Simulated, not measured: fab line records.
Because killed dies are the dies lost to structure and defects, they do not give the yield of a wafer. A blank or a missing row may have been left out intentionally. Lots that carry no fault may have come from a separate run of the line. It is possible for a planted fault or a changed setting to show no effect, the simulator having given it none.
What tool caused it?	flow gf180mcu	Sampling: 6 lots, 18 wafers, 2 of 602 route steps

== WHAT THE GAUGES READ, wafer by wafer ==
GF_VT_IMPLANT_TW_MEAS_43.
lot	measured	on	VT_IMPLANT_4_TW
L503	day 8 08:27	film-metro-02	704 704 702
L505	day 8 11:40	film-metro-02	701 700 703
L507	day 9 01:45	film-metro-02	694 697 694
L511	day 9 23:11	film-metro-03	677 679 681
L518	day 11 21:31	film-metro-03	648 644 642
L523	day 13 07:31	film-metro-04	679 675 678

== WHICH TOOL RAN EACH LOT (tool, then ch and the chambers of the sampled wafers, then the start) ==
lot	GF_VT_IMPLANT_IMPLANT_41
L503	implanter-02 ch 0, day 8 08:12
L505	implanter-02 ch 0, day 8 11:25
L507	implanter-01 ch 0, day 9 01:30
L511	implanter-04 ch 0, day 9 22:58
L518	implanter-04 ch 0, day 11 21:17
L523	implanter-02 ch 0, day 13 07:16
- GF_VT_IMPLANT_IMPLANT_41

== THE ANSWER, worked out from the rows above alone ==
Rule: the usual values come from the lots themselves. The widest of any qualifying gaps counts: lots, ordered by their means at a reading, are off when they make up no more than a third of the lots, leave a main group of 4 or more, and stand apart from it by 3 or more times the standard deviation of that group's means. A main group whose means are all the same, to the digits that the tables above print for the reading, isn't used. A lot without any number at a reading at which 4 lots or more have one is off too. Any other lot the step has rows for is counted as sound.
No lot is off at any reading shown: from this, nothing can be told.

== WHAT THE SIMULATOR HAD INSERTED ==
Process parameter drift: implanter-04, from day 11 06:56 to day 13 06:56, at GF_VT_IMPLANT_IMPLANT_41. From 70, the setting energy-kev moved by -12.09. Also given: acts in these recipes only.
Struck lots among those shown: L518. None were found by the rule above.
